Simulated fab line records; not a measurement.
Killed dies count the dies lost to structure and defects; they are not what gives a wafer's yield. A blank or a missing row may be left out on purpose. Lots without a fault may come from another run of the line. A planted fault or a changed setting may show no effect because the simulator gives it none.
Matching of chambers | flow sky130 | SKY_FIELD_ISO_CMP_27 on cmp-01 has 4 sister chambers
The step polishes, stops on Si3N4, t overpolish 16 s, target thk 457.8 nm. 18 wafers are shown with their chamber, then 9 later ones without.

## EACH WAFER AND ITS CHAMBER
wafer  | chamber | motor-current-A (A) | time-to-endpoint-s (s) | overpolish-run-s (s)
L472.3 | 2       | 13.7                | 112                    | 15.995
L472.4 | 3       | 10.9                | 117                    | 15.988
L472.6 | 2       | 12.5                | 111                    | 16.010
L473.4 | 3       | 11.1                | 108                    | 15.996
L473.5 | 0       | 11.3                | 113                    | 15.987
L473.6 | 3       | 11.1                | 108                    | 16.012
L477.1 | 1       | 13.0                | 112                    | 16.004
L477.3 | 3       | 12.3                | 110                    | 15.993
L477.6 | 0       | 11.1                | 116                    | 16.016
L478.1 | 1       | 12.7                | 111                    | 15.992
L478.2 | 0       | 11.1                | 113                    | 16.009
L478.3 | 3       | 11.3                | 106                    | 15.992
L482.3 | 3       | 11.3                | 112                    | 16.013
L482.4 | 2       | 13.1                | 107                    | 15.994
L482.5 | 3       | 11.4                | 114                    | 16.004
L483.3 | 0       | 10.7                | 119                    | 16.018
L483.4 | 2       | 13.3                | 108                    | 15.985
L483.5 | 2       | 12.5                | 110                    | 16.001

SIGNATURES, as means of the wafers listed above
reading            | chamber 0 | chamber 1 | chamber 2 | chamber 3 | scatter within a chamber
motor-current-A    | 11.050    | 12.850    | 13.020    | 11.343    | 0.428
time-to-endpoint-s | 115.25    | 111.50    | 109.60    | 110.71    | 3.07
overpolish-run-s   | 16.00750  | 15.99800  | 15.99700  | 15.99971  | 0.0108
Rule: a wafer lies at a distance from a chamber equal to the root of the sum of squares, over the readings, of (its reading less the chamber's mean, divided by the reading's scatter). If the next closest chamber is less than 2 further off than the closest, the wafer can't be placed; otherwise it belongs to the closest. The scatter is the square root of a quotient: the sum, over the shown wafers, of each reading's squared deviation from its chamber's mean, divided by wafers minus chambers.

## WAFERS WITH NO CHAMBER GIVEN
wafer  | motor-current-A (A) | time-to-endpoint-s (s) | overpolish-run-s (s)
L486.1 | 11.5                | 109                    | 16.021
L486.4 | 12.1                | 114                    | 16.008
L486.6 | 11.1                | 110                    | 16.004
L487.2 | 11.3                | 116                    | 15.988
L487.4 | 13.1                | 111                    | 16.003
L487.5 | 12.8                | 117                    | 16.000
L488.4 | 13.1                | 109                    | 15.999
L488.5 | 12.5                | 108                    | 16.003
L488.6 | 11.9                | 108                    | 16.004

## WHICH CHAMBER EACH ONE RAN IN
wafer  | from the rows above               | in truth
L486.1 | can't be placed: 3 or 0 or 1      | 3
L486.4 | can't be placed: 1 or 3 or 0 or 2 | 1
L486.6 | can't be placed: 3 or 0           | 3
L487.2 | can't be placed: 0 or 3           | 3
L487.4 | can't be placed: 2 or 1           | 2
L487.5 | can't be placed: 1 or 2           | 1
L488.4 | can't be placed: 2 or 1           | 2
L488.5 | can't be placed: 2 or 1 or 3      | 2
L488.6 | can't be placed: 3 or 1 or 2 or 0 | 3
Correctly placed: 0 of 9. These rows do not allow placing 9 (true chamber among the candidates in 9). Wrongly placed: 0.
